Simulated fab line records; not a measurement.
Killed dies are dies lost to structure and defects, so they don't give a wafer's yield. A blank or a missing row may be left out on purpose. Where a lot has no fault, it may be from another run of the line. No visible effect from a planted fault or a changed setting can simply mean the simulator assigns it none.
Problem report, 8D (eight disciplines) form, completed by code | flow gf180mcu | the parts of the form that need people (team, actions taken, sign-off) are left out

## 1. WHAT WENT WRONG
chamber-pressure-pa at GF_MIM_SPUTTER_00 reads a mean of 1.715 Pa on 9 wafers of 3 lots; wafers without a fault read 2.000 Pa with a standard deviation of 0.0041. That is -70 standard deviations from the usual mean.
The step: material Ti, target thk 37.5 nm, time 150 s.
Seen first at day 27 13:58 on pvd-sputter-03, wafer L845.1. The record has a number at this step for 21 wafers belonging to 7 lots. Rule for "out", or "out of limits": more than 4 standard deviations from the usual mean. The rest of the wafers with a number are treated as sound.

## 2. WHAT IT IS, WHAT IT ISN'T
question                    | is                     | is not
which readings at this step | chamber-pressure-pa    | -
which lots                  | L845, L846, L848       | L836, L841, L855, L856
which wafers of those lots  | all that have a number | -
read on which tools         | pvd-sputter-03         | pvd-sputter-01
when                        | from day 27 13:58      | up to then (6 sound wafers); but 6 sound wafers of L855, L856 came after

## 3. THE SUSPECTS, EACH WITH WHAT RULES IT OUT
Counting: a tool at a process step up to the reading stays a suspect if it ran every lot that is out and no sound lot after the first of them.
- cvd-w-01 at GF_V4_CVD_23 (deposits W, target thk 350 nm, time 104.9 s): ruled out as a lasting fault. Sound lots L856 ran on it after its first lot that is out, L845 (day 27 13:23).
- pvd-sputter-03 at GF_MIM_SPUTTER_00 (material Ti, target thk 37.5 nm, time 150 s): kept. Every lot that is out went through it, starting with L845 (day 27 13:58), and after that it ran no sound lot; the last sound lot it ran before then is L841 (day 26 07:57). On those wafers its own readings are out: chamber-pressure-pa.
After counting, what remains is pvd-sputter-03 at GF_MIM_SPUTTER_00.

## 4. THE CAUSE (what the simulator had put in)
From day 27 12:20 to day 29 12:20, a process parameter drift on pvd-sputter-03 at GF_MIM_SPUTTER_00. Setting chamber-pressure-pa shifted by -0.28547 from 2. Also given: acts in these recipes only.
This tool alone remained once counting was done.

## 5. SEQUENCE OF EFFECTS, ordered by route
One row per reading whose mean, taken over the struck wafers that have a number, lies over 3 standard deviations from the usual. Only readings for which the record gives a usual standard deviation are gone through. hours: the time from each lot's start at the first step in this table that gives one to its start at this step, as a median over the lots. sigmas: the change in usual standard deviations.
hours | step              | reading             | usual    | on struck wafers | change | sigmas
0     | GF_MIM_SPUTTER_00 | chamber-pressure-pa | 2.000 Pa | 1.715            | -0.285 | -70
The process steps in it:
- GF_MIM_SPUTTER_00: material Ti, target thk 37.5 nm, time 150 s.

## 6. WHAT WOULD HAVE CAUGHT IT SOONER
First out-of-limits reading in this record: day 27 13:58, which is 2 hours after fault onset at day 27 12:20.
